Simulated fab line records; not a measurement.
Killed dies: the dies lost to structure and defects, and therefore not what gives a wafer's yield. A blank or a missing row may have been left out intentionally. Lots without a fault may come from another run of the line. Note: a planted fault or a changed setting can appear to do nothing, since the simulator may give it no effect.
Which tool was responsible? ; flow sky130 ; Sampling: 12 lots, 36 wafers, 5 of 708 route steps

## WHAT THE GAUGES READ, wafer by wafer
Not one reading of a measure or inspect step in the record can be checked against a usual standard deviation.

## TOOL THAT RAN EACH LOT (tool first, then ch and the chambers of the sampled wafers, then the start)
lot;SKY_RES_XHIGH_STRIP_08;SKY_METAL4_SPUTTER_02;SKY_VIA4_STRIP_13;SKY_VIA4_CVD_18;SKY_PAD_OPEN_PROBE_99
L561;plasma asher-04 ch 0,1, day 26 11:01;pvd sputter-03, day 39 12:11;plasma asher-01 ch 0,1, day 42 15:29;cvd w-01 ch 0,1, day 42 16:08;-
L564;plasma asher-04 ch 0,1, day 27 14:16;pvd sputter-02, day 40 12:44;plasma asher-04 ch 0,1, day 43 13:19;cvd w-01 ch 0,1, day 43 13:59;-
L565;plasma asher-04 ch 0,1, day 28 10:23;pvd sputter-02, day 41 04:09;plasma asher-04 ch 0,1, day 44 04:21;cvd w-02 ch 0,1, day 44 05:02;-
L566;plasma asher-04 ch 0,1, day 28 23:10;pvd sputter-01, day 41 19:02;plasma asher-04 ch 0,1, day 44 17:56;cvd w-01 ch 0,1, day 44 18:38;-
L567;plasma asher-04 ch 1, day 29 01:52;pvd sputter-02, day 41 19:20;plasma asher-03 ch 1, day 44 18:25;cvd w-02 ch 1, day 44 19:07;-
L569;plasma asher-04 ch 0,1, day 29 12:30;pvd sputter-01, day 42 03:35;plasma asher-01 ch 0,1, day 45 01:49;cvd w-01 ch 0,1, day 45 02:34;-
L571;plasma asher-02 ch 0,1, day 30 00:43;pvd sputter-03, day 42 11:19;plasma asher-03 ch 0,1, day 45 08:31;cvd w-02 ch 0,1, day 45 09:34;prober-02, day 48 03:31
L573;plasma asher-04 ch 0,1, day 30 17:37;pvd sputter-02, day 43 04:01;plasma asher-01 ch 0,1, day 46 00:01;cvd w-02 ch 0,1, day 46 00:49;-
L574;plasma asher-02 ch 0,1, day 31 21:22;pvd sputter-01, day 44 02:02;plasma asher-04 ch 0,1, day 46 19:50;cvd w-01 ch 0,1, day 46 20:29;-
L579;plasma asher-04 ch 0,1, day 32 20:31;pvd sputter-03, day 44 22:35;plasma asher-03 ch 0,1, day 47 13:25;cvd w-01 ch 0,1, day 47 14:33;prober-01, day 50 00:35
L583;plasma asher-04 ch 1, day 34 08:01;pvd sputter-02, day 46 02:49;plasma asher-01 ch 0,1, day 48 15:49;cvd w-02 ch 0,1, day 48 17:01;prober-01, day 50 22:47
L584;plasma asher-01 ch 0,1, day 34 10:28;pvd sputter-03, day 46 07:26;plasma asher-01 ch 0,1, day 48 19:28;cvd w-02 ch 0,1, day 48 20:08;-
- SKY_RES_XHIGH_STRIP_08: strips in O2/N2.
- SKY_METAL4_SPUTTER_02: material AlCu, target thk 735 nm, time 39.1 s.
- SKY_VIA4_STRIP_13: strips in O2/N2.
- SKY_VIA4_CVD_18: deposits W, target thk 505 nm, time 152.14 s.
- SKY_PAD_OPEN_PROBE_99

## AS READ BY THE TOOLS THEMSELVES (means over the sampled wafers that have a number; for cases with no such wafer, the mark the record gives instead)
SKY_RES_XHIGH_STRIP_08. Usual: drypump motor current A 6.0 A, standard deviation 0.72; o2 flow sccm 3001 sccm, standard deviation 8.4; oes product au 0.711 a.u., standard deviation 0.0042; strip time to endpoint s 14.28 s, standard deviation 0.043.
lot;tool;drypump motor current A (A);o2 flow sccm (sccm);oes product au (a.u.);strip time to endpoint s (s);flag
L561;plasma asher-04;6.6;2995;0.710;14.34;
L564;plasma asher-04;6.6;3001;0.711;14.30;
L565;plasma asher-04;6.6;3002;0.715;14.35;
L566;plasma asher-04;6.7;2999;0.709;14.26;
L567;plasma asher-04;6.6;2991;0.704;14.32;
L569;plasma asher-04;6.6;3005;0.710;14.33;
L571;plasma asher-02;5.7;3002;0.713;14.30;
L573;plasma asher-04;6.6;3002;0.709;14.29;
L574;plasma asher-02;5.7;2996;0.709;14.32;
L579;plasma asher-04;6.6;3000;0.717;14.19;
L583;plasma asher-04;6.6;3003;0.717;14.26;
L584;plasma asher-01;5.2;2998;0.708;14.31;

SKY_METAL4_SPUTTER_02. Usual: chamber pressure pa 0.3999 Pa, standard deviation 0.00079; throttle valve pct 29.8 %, standard deviation 0.83.
lot;tool;chamber pressure pa (Pa);throttle valve pct (%);flag
L561;pvd sputter-03;0.3998;29.5;
L564;pvd sputter-02;0.3996;30.4;
L565;pvd sputter-02;0.4012;30.5;
L566;pvd sputter-01;0.3992;29.5;
L567;pvd sputter-02;0.3997;29.6;
L569;pvd sputter-01;0.4007;30.1;
L571;pvd sputter-03;0.4001;28.8;
L573;pvd sputter-02;0.3994;30.2;
L574;pvd sputter-01;0.3996;29.1;
L579;pvd sputter-03;0.3992;29.4;
L583;pvd sputter-02;0.3992;29.4;
L584;pvd sputter-03;0.4002;30.1;

SKY_VIA4_STRIP_13. Usual: drypump motor current A 5.7 A, standard deviation 0.74; o2 flow sccm 3003 sccm, standard deviation 8.7; oes product au 0.710 a.u., standard deviation 0.0044; strip time to endpoint s 12.808 s, standard deviation 0.028.
lot;tool;drypump motor current A (A);o2 flow sccm (sccm);oes product au (a.u.);strip time to endpoint s (s);flag
L561;plasma asher-01;5.8;3012;0.708;12.793;
L564;plasma asher-04;6.6;3007;0.706;12.816;
L565;plasma asher-04;6.6;3006;0.709;12.807;
L566;plasma asher-04;6.6;3003;0.707;12.825;
L567;plasma asher-03;6.0;2997;0.709;12.795;
L569;plasma asher-01;5.2;3008;0.707;12.811;
L571;plasma asher-03;5.6;2996;0.710;12.796;
L573;plasma asher-01;5.7;3003;0.708;12.788;
L574;plasma asher-04;6.6;3005;0.712;12.774;
L579;plasma asher-03;5.3;3002;0.711;12.807;
L583;plasma asher-01;5.7;3006;0.710;12.819;
L584;plasma asher-01;5.3;3008;0.706;12.777;

SKY_VIA4_CVD_18. Usual: heater power w 837 W, standard deviation 97.
lot;tool;heater power w (W);flag
L561;cvd w-01;814;
L564;cvd w-01;862;
L565;cvd w-02;886;
L566;cvd w-01;842;
L567;cvd w-02;967;
L569;cvd w-01;851;
L571;cvd w-02;795;
L573;cvd w-02;804;
L574;cvd w-01;845;
L579;cvd w-01;846;
L583;cvd w-02;811;
L584;cvd w-02;884;

SKY_PAD_OPEN_PROBE_99. Usual: killed_at_M0_to_M3 43, standard deviation 6.7; killed_at_M4_up 3.2, standard deviation 1.9; killed at contacts 24, standard deviation 5.9; killed at front end 15, standard deviation 4.1; killed at other 0.3, standard deviation 0.56; killed dies 86, standard deviation 9.5; killed open 47, standard deviation 7.4; killed short 39, standard deviation 5.5.
lot;tool;killed_at_M0_to_M3;killed_at_M4_up;killed at contacts;killed at front end;killed at other;killed dies;killed open;killed short;flag
L571;prober-02;43;2.7;26;16;0.3;88;47;41;
L579;prober-01;48;4.0;24;14;10.0;99;54;35;OFF
L583;prober-01;35;4.7;17;11;30.3;98;33;34;OFF

## THE ANSWER, worked out from the rows above alone
Rule: lot off if the mean of its wafers having a number is beyond 3 standard deviations from the usual mean. Also off: a lot with no number at a reading for which 4 or more lots have one. The other lots that the step has rows for count as sound. After the gauges, taken in route order, come the tools' own readings; for these a lot's mean is taken, as printed above. At the first step where some lot is off, the reading lying furthest off is the one used; lots without a number count as furthest.
Off: L579, L583 (SKY_PAD_OPEN_PROBE_99, killed at other). Neither off nor sound, because the step has no rows for them: L561, L564, L565, L566, L567, L569, L573, L574, L584.
If a tool, at that step or one of the process steps before it, ran each lot that is off and ran no sound lot following the first of them, it fits. Undecided on this evidence; 2 tools fit (plasma asher-04 at SKY_RES_XHIGH_STRIP_08, prober-01 at SKY_PAD_OPEN_PROBE_99).

## WHAT THE SIMULATOR PUT IN
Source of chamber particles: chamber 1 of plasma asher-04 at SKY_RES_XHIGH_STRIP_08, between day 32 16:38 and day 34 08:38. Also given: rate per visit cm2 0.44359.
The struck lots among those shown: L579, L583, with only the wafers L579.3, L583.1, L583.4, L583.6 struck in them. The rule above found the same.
